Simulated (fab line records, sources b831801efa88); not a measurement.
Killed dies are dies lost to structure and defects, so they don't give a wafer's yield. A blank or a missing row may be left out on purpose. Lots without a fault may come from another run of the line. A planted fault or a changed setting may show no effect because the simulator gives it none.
fab line records | flow sfq_line
record lots=14 wafers=42 last_day=87
route steps=325 shown M1@71 I1@84 M3@122 I3@145
lots that met no fault: from a run of the same line without faults
start_h: hours from the record's first day to the start of the lot's first wafer shown | wait_h: hours since the lot's step before | " the same as in the row above | L1.1+2: a row that stands for several wafers | - no value, or no start given | * or withheld: withheld | < > ~ a bound
route shown NAME@n: a module of which the file shows steps, and the number in the route of the first | usual: mean/standard deviation of fault-free wafers | same: alike in all rows | chamber/n: place in a boat | sites: the reading at each site | _std_site: their standard deviation | _edge_site: outer sites' mean less inner sites' | radius_mm: how far each site lies from the wafer's centre | mask NAME#n: copy n | behind: the tool/chamber that last shaped the wafer | hold: why the lot was held/for how many hours/how that ended | device: the transistor (n, p or np) that didn't switch | end of line: the same wafers' tests at the end of the route | a step without rows: its recipe alone | killed: dies lost to structure and defects at the first sort, not the wafer's yield | map: a wafer's dies, x killed, . not, _ none there
set.NAME: the setting as run; set.NAME@STEP: as run at that earlier step | model.NAME: the simulator's own value behind a step, which no gauge read
steps of the route over a sample of lots; a table a step, a row a wafer
services: from which hour (start_h, from the record's first day; less than 0 if before it) a tool's chamber was out of use, for how many hours, and why
## steps
# step SFQ_TRILAYER_M1_STRIP_STRIP_043
# recipe gas=O2 power_w=200 platen_temp_c=40 overash_fraction=0.65 chemistry=O2 pressure_mtorr=50
# usual chamber_pressure_mTorr=50.00/0.046 drypump_motor_current_A=5.8/0.38 oes_product_au=0.999/0.008
# columns lot.wafer tool chamber start_h wait_h chamber_pressure_mTorr drypump_motor_current_A oes_product_au rf_hours_counter_h
L568.3 rie_metal-03 0 592.06 0.2 50.02 5.6 1.010 -
L568.4 " 1 " " 49.98 6.1 1.012 -
L568.5 " 0 " " 50.01 5.6 1.002 -
L569.2 rie_metal-03 1 599.28 0.1 50.00 6.1 1.006 29
L569.4 " 1 " " 50.05 6.1 1.008 -
L569.5 " 1 " " 49.98 6.1 1.008 -
L570.2 rie_metal-03 1 606.48 0.1 50.02 6.1 1.008 30
L570.5 " 0 " " 50.05 5.6 0.996 -
L570.6 " 1 " " 49.93 6.1 1.004 -
L572.2 rie_metal-02 1 623.28 0.1 50.02 6.5 1.000 47
L572.4 " 1 " " 50.03 6.5 1.000 -
L572.6 " 0 " " 49.96 5.6 1.006 -
L573.2 rie_metal-04 0 626.88 0.1 50.00 5.9 0.994 36
L573.3 " 0 " " 49.99 5.8 0.991 -
L573.4 " 1 " " 49.99 5.3 0.998 -
L581.2 rie_metal-04 0 685.60 0.1 49.96 5.9 0.997 45
L581.3 " 1 " " 50.00 5.3 0.997 -
L581.4 " 0 " " 49.92 5.9 0.989 -
L583.2 rie_metal-02 0 716.98 0.1 50.00 5.6 0.997 36
L583.3 " 1 " " 49.92 6.5 0.997 -
L583.6 " 0 " " 50.02 5.6 0.989 -
L584.2 rie_metal-04 0 718.18 0.1 50.02 5.9 1.004 51
L584.4 " 0 " " 49.98 5.9 0.994 -
L584.6 " 1 " " 50.04 5.4 1.002 -
L585.1 rie_metal-02 0 726.58 0.1 49.95 5.6 0.992 38
L585.2 " 1 " " 50.02 6.5 0.995 62
L585.5 " 0 " " 49.94 5.6 0.998 -
L586.1 rie_metal-03 0 737.38 0.1 49.89 5.6 0.999 72
L586.2 " 1 " " 49.94 6.1 1.006 51
L586.3 " 0 " " 49.96 5.6 1.000 -
L587.2 rie_metal-03 0 739.78 0.1 50.03 5.6 0.995 72
L587.3 " 0 " " 50.05 5.6 1.003 -
L587.6 " 0 " " 50.00 5.6 1.006 -
L588.1 rie_metal-03 0 745.78 0.1 50.00 5.6 1.006 74
L588.2 " 1 " " 50.06 6.1 1.011 53
L588.3 " 1 " " 49.98 6.1 1.012 -
L589.2 rie_metal-04 0 752.98 0.1 50.01 5.9 0.981 57
L589.5 " 1 " " 50.01 5.4 1.000 -
L589.6 " 0 " " 49.98 5.9 0.994 -
L590.3 rie_metal-03 1 759.18 0.2 49.91 6.1 1.006 -
L590.5 " 0 " " 50.00 5.6 1.000 -
L590.6 " 1 " " 50.01 6.1 0.999 -
# step SFQ_TRILAYER_I1_VIA_BARC_OPEN_VIA_ETCH_071
# recipe mask_material=PR chemistry=O2 target_depth_nm=125 target=BARC source_w=500 bias_w=80 pressure_mtorr=30 time_s=41.7
# usual chamber_pressure_mTorr=29.999/0.029 drypump_motor_current_A=6.1/0.37 oes_product_au=0.685/0.0049
# columns lot.wafer tool chamber start_h wait_h chamber_pressure_mTorr drypump_motor_current_A oes_product_au rf_hours_counter_h
L568.3 rie_diel-01 2 720.39 0.0 30.011 6.3 0.684 8
L568.4 " 3 " " 30.050 5.4 0.678 5
L568.5 " 2 " " 30.026 6.4 0.682 -
L569.2 rie_diel-03 2 727.59 0.0 30.007 6.2 0.677 5
L569.4 " 0 " " 30.005 6.7 0.681 6
L569.5 " 3 " " 29.984 6.2 0.688 -
L570.2 rie_diel-01 3 735.99 0.0 30.045 5.4 0.682 6
L570.5 " 1 " " 29.977 5.2 0.694 -
L570.6 " 3 " " 30.014 5.4 0.683 -
L572.2 rie_diel-03 1 750.39 0.0 29.955 6.1 0.686 10
L572.4 " 2 " " 29.995 6.4 0.688 5
L572.6 " 0 " " 30.018 6.7 0.677 -
L573.2 rie_diel-03 0 756.39 0.0 29.900 6.7 0.684 7
L573.3 " 3 " " 30.006 6.2 0.674 3
L573.4 " 3 " " 29.984 6.2 0.683 -
L581.2 rie_diel-04 1 853.56 0.0 29.988 6.2 0.679 1
L581.3 " 0 " " 29.970 5.8 0.696 9
L581.4 " 3 " " 30.003 5.8 0.688 0
L583.2 rie_diel-04 1 876.36 0.0 29.999 6.2 0.692 2
L583.3 " 0 " " 29.994 5.9 0.686 10
L583.6 " 0 " " 29.971 5.8 0.686 -
L584.2 rie_diel-03 0 877.56 0.0 30.062 6.7 0.685 9
L584.4 " 2 " " 29.978 6.3 0.694 7
L584.6 " 2 " " 29.971 6.3 0.677 -
L585.1 rie_diel-04 1 885.29 0.0 30.032 6.2 0.683 2
L585.2 " 2 " " 30.022 6.2 0.671 5
L585.5 " 0 " " 29.991 5.8 0.691 -
L586.1 rie_diel-01 3 897.24 0.0 29.986 5.4 0.680 8
L586.2 " 0 " " 29.947 5.6 0.687 6
L586.3 " 1 " " 29.990 5.2 0.680 17
L587.2 rie_diel-03 1 899.64 0.0 30.019 6.1 0.683 12
L587.3 " 3 " " 29.991 6.2 0.684 5
L587.6 " 3 " " 29.987 6.2 0.689 -
L588.1 rie_diel-03 2 905.64 0.0 30.071 6.3 0.688 7
L588.2 " 3 " " 30.000 6.2 0.686 5
L588.3 " 0 " " 29.990 6.7 0.684 9
L589.2 rie_diel-03 3 914.04 0.0 29.967 6.2 0.684 6
L589.5 " 1 " " 29.968 6.2 0.684 -
L589.6 " 2 " " 30.032 6.3 0.684 -
L590.3 rie_diel-03 3 920.04 0.0 30.017 6.2 0.683 6
L590.5 " 0 " " 30.038 6.7 0.693 -
L590.6 " 3 " " 30.003 6.2 0.680 -
# step SFQ_TRILAYER_M3_LITHO_COAT_080
# recipe resist=BARC spin_rpm=3000 resist_thk_nm=62
# usual spin_speed_rpm=2999.6/2.5
# columns lot.wafer tool chamber start_h wait_h spin_speed_rpm
L568.3 litho_track-04 0 887.77 0.1 3000.7
L568.4 " 0 " " 2997.4
L568.5 " 0 " " 2998.6
L569.2 litho_track-03 0 896.12 0.1 2994.4
L569.4 " 0 " " 2999.2
L569.5 " 0 " " 3001.8
L570.2 litho_track-02 0 909.32 0.1 2998.7
L570.5 " 0 " " 2999.1
L570.6 " 0 " " 3001.0
L572.2 litho_track-04 0 923.93 0.3 3188.8
L572.4 " 0 " " 3186.3
L572.6 " 0 " " 3187.5
L573.2 litho_track-04 0 928.52 0.1 3185.5
L573.3 " 0 " " 3190.2
L573.4 " 0 " " 3185.8
L581.2 litho_track-03 0 999.36 0.1 3004.1
L581.3 " 0 " " 3001.2
L581.4 " 0 " " 2998.4
L583.2 litho_track-04 0 1010.96 0.1 3002.3
L583.3 " 0 " " 2999.8
L583.6 " 0 " " 3000.0
L584.2 litho_track-02 0 1014.56 0.1 2997.1
L584.4 " 0 " " 3001.5
L584.6 " 0 " " 2996.9
L585.1 litho_track-02 0 1027.12 0.1 3001.7
L585.2 " 0 " " 3002.5
L585.5 " 0 " " 3000.4
L586.1 litho_track-03 0 1164.81 0.1 2996.1
L586.2 " 0 " " 2999.7
L586.3 " 0 " " 3001.0
L587.2 litho_track-04 0 1169.66 0.1 2999.3
L587.3 " 0 " " 2998.1
L587.6 " 0 " " 3000.1
L588.1 litho_track-02 0 1174.41 0.1 2997.1
L588.2 " 0 " " 2999.0
L588.3 " 0 " " 2999.1
L589.2 litho_track-04 0 1186.10 0.1 2998.4
L589.5 " 0 " " 3004.1
L589.6 " 0 " " 3001.7
L590.3 litho_track-03 0 1192.11 0.1 2998.4
L590.5 " 0 " " 2995.5
L590.6 " 0 " " 2998.8
# step SFQ_TRILAYER_I3_VIA_ETCH_VIA_ETCH_088
# recipe target=SiO2 stop_on=Nb mask_material=PR taper_deg=20 chemistry=CHF3 target_depth_nm=260 source_w=500 bias_w=80 pressure_mtorr=30 time_s=withheld
# usual chamber_pressure_mTorr=30.001/0.025 drypump_motor_current_A=6.0/0.43 oes_product_au=0.854/0.0047
# columns lot.wafer tool chamber start_h wait_h chamber_pressure_mTorr drypump_motor_current_A oes_product_au
L568.3 rie_diel-02 0 938.40 0.0 29.969 5.5 0.861
L568.4 " 3 " " 29.963 5.1 0.864
L568.5 " 2 " " 30.003 6.5 0.855
L569.2 rie_diel-02 1 942.00 0.0 30.026 5.9 0.850
L569.4 " 0 " " 29.983 5.4 0.859
L569.5 " 1 " " 29.982 5.8 0.854
L570.2 rie_diel-04 1 945.60 0.0 30.008 6.2 0.849
L570.5 " 3 " " 29.985 5.8 0.853
L570.6 " 2 " " 29.959 6.2 0.856
L572.2 rie_diel-03 2 951.60 0.0 29.996 6.3 0.845
L572.4 " 1 " " 29.964 6.2 0.864
L572.6 " 2 " " 29.985 6.3 0.857
L573.2 rie_diel-02 0 1087.29 0.0 29.990 5.4 0.852
L573.3 " 0 " " 29.999 5.4 0.851
L573.4 " 3 " " 30.014 5.1 0.860
L581.2 rie_diel-03 3 1125.98 0.0 30.006 6.2 0.860
L581.3 " 1 " " 29.971 6.2 0.855
L581.4 " 2 " " 30.051 6.3 0.854
L583.2 rie_diel-04 2 1252.50 0.0 30.003 6.2 0.856
L583.3 " 0 " " 29.963 5.9 0.855
L583.6 " 3 " " 29.973 5.8 0.851
L584.2 rie_diel-04 2 1256.10 0.0 30.003 6.2 0.854
L584.4 " 0 " " 29.994 5.8 0.848
L584.6 " 0 " " 30.050 5.8 0.847
L585.1 rie_diel-03 3 1258.50 0.0 29.971 6.2 0.857
L585.2 " 2 " " 29.990 6.3 0.854
L585.5 " 2 " " 30.000 6.3 0.848
L586.1 rie_diel-02 0 1295.19 0.0 30.027 5.4 0.849
L586.2 " 1 " " 30.019 5.8 0.859
L586.3 " 3 " " 29.996 5.1 0.852
L587.2 rie_diel-03 1 1297.44 0.0 30.034 6.2 0.852
L587.3 " 0 " " 29.993 6.7 0.862
L587.6 " 2 " " 29.948 6.3 0.848
L588.1 rie_diel-03 0 1302.24 0.0 30.013 6.7 0.851
L588.2 " 1 " " 29.978 6.2 0.861
L588.3 " 2 " " 30.017 6.3 0.852
L589.2 rie_diel-03 2 1319.17 0.0 29.980 6.3 0.853
L589.5 " 2 " " 29.985 6.3 0.843
L589.6 " 1 " " 29.980 6.1 0.849
L590.3 rie_diel-04 0 1442.95 0.0 29.981 5.9 0.860
L590.5 " 1 " " 29.933 6.1 0.855
L590.6 " 0 " " 30.022 5.9 0.861
## services
# columns tool chamber start_h hours kind
rie_metal-03 - 628.69 0.4 repair
rie_diel-04 2 643.09 101.1 repair
rie_metal-03 1 659.17 1.6 repair
rie_diel-03 3 676.49 8.2 repair
rie_diel-04 - 680.78 0.8 repair
rie_diel-04 - 682.89 14.6 pm
rie_diel-03 0 683.80 3.7 repair
rie_diel-03 2 751.92 6.3 repair
rie_diel-03 1 758.67 39.7 repair
rie_diel-03 1 820.21 6.2 repair
rie_diel-03 1 828.30 8.6 repair
rie_diel-03 3 828.56 5.2 repair
rie_diel-03 0 863.50 4.7 repair
rie_diel-03 2 884.29 9.3 repair
rie_diel-03 0 909.68 5.5 repair
rie_diel-03 2 953.57 8.0 repair
rie_diel-03 1 1093.44 9.4 repair
rie_diel-03 2 1099.45 12.7 repair
rie_diel-03 1 1109.36 4.6 repair
rie_diel-03 - 1122.36 2.8 pm
rie_diel-03 - 1143.83 4.0 pm
rie_diel-03 2 1149.15 6.2 repair
rie_diel-03 3 1298.37 6.9 repair
rie_diel-03 - 1379.35 0.3 repair
## key
first_sign step=SFQ_TRILAYER_M3_LITHO_COAT_080 reading=spin_speed_rpm direction=up sigmas=77 usual=2999.6 struck=3187.3
effect none on later readings
met_at SFQ_TRILAYER_M3_LITHO_COAT_080
struck_lots L572,L573
not_acting_at SFQ_TRILAYER_M1_STRIP_STRIP_043,SFQ_TRILAYER_I1_VIA_BARC_OPEN_VIA_ETCH_071,SFQ_TRILAYER_I3_VIA_ETCH_VIA_ETCH_088
onset_between 887.77 923.93
fault kind=process_parameter_drift tool=litho_track-04 chamber=- onset_h=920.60 steps=SFQ_TRILAYER_M3_LITHO_COAT_080 channel=spin_rpm offset=185.89 shape=step end_h=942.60 acts_in=these_recipes_only stated=3000
